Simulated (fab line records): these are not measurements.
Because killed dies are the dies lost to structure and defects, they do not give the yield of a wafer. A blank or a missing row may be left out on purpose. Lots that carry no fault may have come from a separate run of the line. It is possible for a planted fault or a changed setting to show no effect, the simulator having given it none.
Struck lot and sound lot, side by side ; flow sky130 ; 36 out of 708 route steps
Sound: wafers L986.1, L986.5, L986.6. Wafers struck: L996.2, L996.3. Last of all comes the cause.
Order at every step that has rows: each side's tool, ch and its chambers, its first start. Under that, the readings that differ: sound wafers ; struck wafers ; difference of the means ; sigmas: that difference in standard deviations of wafers without a fault.
alike: readings whose means differ by less than 2 such deviations, and words and numbers that are the same on both sides. not compared: withheld readings, readings that some wafer has no value for, bounds like >300 that may hide the same value, and numbers for which the record gives no deviation and whose values overlap.
A row with sigmas, a row that says differs or no value, or rows on one side alone: a step with any of these is where the two part. Non-overlapping numbers with no deviation appear without sigmas and do not part them. A reading that every wafer of one side lacks parts them only if that side has two wafers or more.

first, 1 step without rows for these wafers: SKY_SD_N_IMPLANT_10.
SKY_SD_N_STRIP_11: strips in O2/N2.
  sound on plasma asher-02 ch 0,1, day 28 04:59; struck on plasma asher-02 ch 0,1, day 31 16:14
  alike: drypump motor current A, oes product au, strip time to endpoint s
  not compared: rf hours counter h
SKY_SD_N_TW_MEAS_12:
  sound on film metro-04 at day 28 05:05; struck on film metro-04 at day 31 16:21
  alike: SD_N_TW
then, 1 step without rows for these wafers: SKY_SD_N_CLEAN_13 (cleans in SC1/SC2, time 150 s).
SKY_SD_N_RTA_14: time 2 s.
  sound on rtp anneal-01 ch 0, day 28 05:11; struck on rtp anneal-01 ch 0, day 31 16:31
  alike: lamp power pct, wafer_temp_C_max
SKY_SD_N_RS_MEAS_16: measures by four-point-probe.
  sound on film metro-03 at day 28 05:22; struck on film metro-02 at day 31 16:43
  alike: SD_N_RS
SKY_SD_N_RS_MEAS_17: measures by four-point-probe.
  sound on film metro-03 at day 28 05:29; struck on film metro-02 at day 31 16:50
  alike: SD_P_RS
SKY_SD_N_RS_MEAS_18: measures by four-point-probe.
  sound on film metro-03 at day 28 05:37; struck on film metro-02 at day 31 16:57
reading;sound;struck;difference;sigmas
RES_XHIGH_RS (ohm/sq);330.4 332.7 331.3;335.0 334.6;+3.3;+2
then, 2 steps without rows for these wafers: SKY_SALICIDE_CLEAN_00 (cleans in HF-last, time 30 s); SKY_LI_CONTACT_HDPCVD_00 (deposits PSG, target thk 930 nm, time 155 s).
SKY_LI_CONTACT_THK_MEAS_01:
  sound on film metro-02 at day 28 05:50; struck on film metro-03 at day 31 17:10
  alike: LI_CONTACT_HDPCVD_THK
SKY_LI_CONTACT_CMP_02: polishes PSG.
  sound on cmp-01 ch 0,3, day 28 05:54; struck on cmp-02 ch 0,1, day 31 17:13
reading;sound;struck;difference;sigmas
time to endpoint s (s);32.5 29.2 31.6;23.3 25.5;-6.7;-3
model.PSG_of_LI_CONTACT_HDPCVD_00.thk nm (nm);598 597.8 598.2;657.5 657.3;+59.4;
  alike: edge zone pressure frac, motor current A
SKY_LI_CONTACT_BOW_MEAS_03:
  sound on film metro-02 at day 28 06:12; struck on film metro-02 at day 31 17:32
  alike: LI_CONTACT_BOW
then, 8 steps without rows for these wafers: SKY_LI_CONTACT_DEHYDRATE_04 (time 60 s); SKY_LI_CONTACT_HMDS_05 (prime time 60 s); SKY_LI_CONTACT_COAT_06 (resist thk 60 nm); SKY_LI_CONTACT_COAT_07 (resist thk 450 nm); SKY_LI_CONTACT_SOFTBAKE_08 (time 90 s); SKY_LI_CONTACT_EXPOSE_09 (exposes mask LICM1, target cd 170 nm); SKY_LI_CONTACT_PEB_10; SKY_LI_CONTACT_DEVELOP_11 (develop time 60 s).
SKY_LI_CONTACT_CD_MEAS_12: target cd 170 nm.
  sound on cd sem-01 at day 29 09:35; struck on cd sem-02 at day 32 20:22
  alike: cd nm
SKY_LI_CONTACT_OVL_MEAS_13:
  sound on overlay-01 at day 29 09:42; struck on overlay-01 at day 32 20:29
  alike: LI_CONTACT_OVL
then, 1 step without rows for these wafers: SKY_LI_CONTACT_ETCH_14 (etches BARC in N2/H2, stops on SiO2, time 45.9 s, target depth 60 nm).
SKY_LI_CONTACT_ETCH_15: etches PSG in C4F8/O2/Ar, stops on Si, target depth 600 nm.
  sound on rie diel-04 ch 1,2, day 29 09:46; struck on rie diel-02 ch 1,3, day 32 20:33
reading;sound;struck;difference;sigmas
oes product au (a.u.);0.827 0.832 0.843;0.887 0.891;+0.055;+10
model.LI_CONTACT.feature depth nm (nm);598 597.8 598.2;657.5 657.3;+59.4;
model.etch.depth nm (nm);598 597.8 598.2;657.5 657.3;+59.4;
then, 3 steps without rows for these wafers: SKY_LI_CONTACT_STRIP_16 (strips in O2/N2); SKY_LI_CONTACT_CLEAN_17 (cleans in NMP, time 600 s); SKY_LI_CONTACT_PRE_CLEAN_18 (time 5.6 s).
SKY_LI_CONTACT_SPUTTER_19: material Ti, target thk 20 nm, time 106.37 s.
  sound on pvd sputter-01 at day 29 10:09; struck on pvd sputter-02 at day 32 20:56
reading;sound;struck;difference;sigmas
throttle valve pct (%);29.3 29.5 28.8;31.0 31.0;+1.8;+3
SKY_LI_CONTACT_SPUTTER_20: material TiN, target thk 20 nm, time 80 s.
  sound on pvd sputter-01 at day 29 10:14; struck on pvd sputter-02 at day 32 21:01
reading;sound;struck;difference;sigmas
throttle valve pct (%);29.5 29.8 28.7;31.0 30.9;+1.6;+2
then, 1 step without rows for these wafers: SKY_LI_CONTACT_CVD_21 (deposits W, target thk 400 nm, time 120.56 s).
SKY_LI_CONTACT_RS_MEAS_22: measures by four-point-probe.
  sound on film metro-03 at day 29 10:25; struck on film metro-03 at day 32 21:13
reading;sound;struck;difference;sigmas
LI_CONTACT_W_RS (ohm/sq);0.2928 0.2886 0.2907;0.2819 0.2844;-0.0076;-3
SKY_LI_CONTACT_THK_MEAS_23: measures by xrf.
  sound on film metro-03 at day 29 10:32; struck on film metro-03 at day 32 21:20
reading;sound;struck;difference;sigmas
LI_CONTACT_W_THK (nm);394 397 395;412 411;+16;+3
SKY_LI_CONTACT_CMP_24: polishes, stops on PSG, t overpolish 20 s, target thk 0 nm.
  sound on cmp-02 ch 1,2, day 29 10:36; struck on cmp-02 ch 0,2, day 32 21:26
reading;sound;struck;difference;sigmas
model.PSG_of_LI_CONTACT_HDPCVD_00.thk nm (nm);588.6 588.3 588.7;648.1 647.9;+59.5;
  alike: edge zone pressure frac, motor current A
SKY_LOCAL_INTERCONNECT_SPUTTER_00: material TiN, target thk 100 nm, time 83.3 s.
  sound on pvd sputter-04 at day 29 10:54; struck on pvd sputter-04 at day 32 21:41
reading;sound;struck;difference;sigmas
throttle valve pct (%);32.4 29.0 32.5;28.2 29.1;-2.7;-2
-- here the record skips 16 days between the struck wafers' starts before and after, leaving off in module LOCAL_INTERCONNECT and picking up in module PAD_OPEN (first step shown: number 708 of the route) --
SKY_PAD_OPEN_PROBE_99:
  sound on prober-02 at day 45 22:56; struck on prober-01 at day 48 12:34
reading;sound;struck;difference;sigmas
model.etest.licon pdiff.rc ohm;573.6 589.2 586;604.4 621.9;+30.2;
model.etest.licon ndiff.rc ohm;186.8 179.7 181.3;190.7 195.4;+10.5;
model.etest.cap li to poly.c af um2;100.3 98.29 100.5;84.26 85.1;-15.02;
model.etest.cap li to well.c af um2;36.79 37.41 36.52;35.08 33.24;-2.75;
  alike: killed_at_M0_to_M3, killed_at_M4_up, killed at contacts, killed at front end, killed at other, killed dies, killed open, killed short
  not compared: model.etest.licon high po.rc ohm, model.etest.licon poly.rc ohm

WHERE THEY PART
Last at SKY_LOCAL_INTERCONNECT_SPUTTER_00 as far as this record goes, first at SKY_SD_N_RS_MEAS_18. Later steps at which nothing parts them and some readings are alike: SKY_PAD_OPEN_PROBE_99.

WHY: the cause the simulator had injected
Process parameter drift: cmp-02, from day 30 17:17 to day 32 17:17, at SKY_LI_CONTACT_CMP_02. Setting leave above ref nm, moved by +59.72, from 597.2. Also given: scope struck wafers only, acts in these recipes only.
